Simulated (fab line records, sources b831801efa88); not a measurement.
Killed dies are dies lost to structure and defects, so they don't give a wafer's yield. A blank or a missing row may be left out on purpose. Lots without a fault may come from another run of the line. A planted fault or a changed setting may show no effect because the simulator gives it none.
Which tool did it? | flow sky130 | 12 lots, 35 wafers sampled, at 2 steps of a route of 708

WHAT THE GAUGES READ, wafer by wafer
The record holds no reading of a measuring or inspecting step that can be judged against a usual standard deviation.

WHICH TOOL RAN EACH LOT (tool, then ch and the chambers of the sampled wafers, then the start)
lot  | SKY_NWELL_IMPLANT_13            | SKY_PAD_OPEN_PROBE_99
L286 | implanter-02 ch 0, day 4 12:14  | -
L287 | implanter-03 ch 0, day 4 17:10  | prober-01, day 45 16:40
L288 | implanter-02 ch 0, day 5 00:42  | -
L289 | implanter-04 ch 0, day 5 07:34  | -
L290 | implanter-03 ch 0, day 5 13:17  | -
L291 | implanter-03 ch 0, day 5 17:27  | -
L292 | implanter-04 ch 0, day 6 00:08  | -
L298 | implanter-04 ch 0, day 7 12:14  | -
L301 | implanter-04 ch 0, day 8 03:40  | prober-02, day 49 11:40
L303 | implanter-03 ch 0, day 8 16:49  | -
L305 | implanter-03 ch 0, day 9 04:28  | prober-02, day 50 05:25
L308 | implanter-02 ch 0, day 10 01:49 | -
- SKY_NWELL_IMPLANT_13
- SKY_PAD_OPEN_PROBE_99

WHAT THE TOOLS THEMSELVES READ (means of the sampled wafers that have a number; where no wafer has one, the mark that the record gives instead)
SKY_NWELL_IMPLANT_13.
lot  | tool         | beam_on_s (s) | faraday_current_uA
L286 | implanter-02 | 10.07         | 3.93
L287 | implanter-03 | 9.95          | 3.97
L288 | implanter-02 | 10.06         | 3.93
L289 | implanter-04 | 10.06         | 3.91
L290 | implanter-03 | 10.02         | 3.94
L291 | implanter-03 | 9.85          | 4.00
L292 | implanter-04 | 10.13         | 3.90
L298 | implanter-04 | 10.70         | 3.70
L301 | implanter-04 | 10.52         | 3.77
L303 | implanter-03 | 10.18         | 3.87
L305 | implanter-03 | 9.85          | 4.00
L308 | implanter-02 | 10.06         | 3.93

SKY_PAD_OPEN_PROBE_99.
lot  | tool      | killed_at_M0_to_M3 | killed_at_M4_up | killed_at_contacts | killed_at_front_end | killed_at_other | killed_dies | killed_open | killed_short
L287 | prober-01 | 42                 | 1.3             | 34                 | 16                  | 0.7             | 94          | 49          | 44
L301 | prober-02 | 45                 | 2.7             | 24                 | 14                  | 0.0             | 85          | 41          | 44
L305 | prober-02 | 39                 | 1.0             | 20                 | 11                  | 1.0             | 72          | 44          | 28

THE ANSWER, worked out from the rows above alone
Rule: what is usual is taken from the lots themselves. Put in order of their means at a reading, lots are off if they are a third of the lots or fewer, leave a main group of 4 or more, and stand apart from it by a gap of 3 or more times the standard deviation of the main group's means; of several such gaps the widest counts. A main group whose means are all the same, to the digits that the tables above print for the reading, isn't used. A lot without any number at a reading at which 4 lots or more have one is off too. The other lots that the step has rows for count as sound. The gauges are gone through in route order, then the tools' own readings, and for those a lot's mean is taken as printed above. The first step at which some lot is off is used, and at that step the reading that is off furthest; a lot without a number counts as furthest.
Off: L298, L301, at SKY_NWELL_IMPLANT_13 (beam_on_s). The main group: mean 10.02 s, standard deviation 0.1.
A tool fits if, at that step or a process step before it, it ran every lot that is off, and no sound lot after the first of them. One fits: implanter-04 at SKY_NWELL_IMPLANT_13. Its last sound lot is L292 (day 6 00:08), its first lot that is off L298 (day 7 12:14): a fault that began between those two fits.
The tool's own readings at SKY_NWELL_IMPLANT_13 bear it out: on the lots that are off they differ by more than 5 times the standard deviation of the sound lots' means. beam_on_s reads 10.61 s there against 10.02 s on the sound lots; faraday_current_uA reads 3.74 there against 3.94 on the sound lots.

WHAT THE SIMULATOR HAD PUT IN
Process parameter drift: implanter-04, from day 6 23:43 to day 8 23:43, at SKY_NWELL_IMPLANT_13. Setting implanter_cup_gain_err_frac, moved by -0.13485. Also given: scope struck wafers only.
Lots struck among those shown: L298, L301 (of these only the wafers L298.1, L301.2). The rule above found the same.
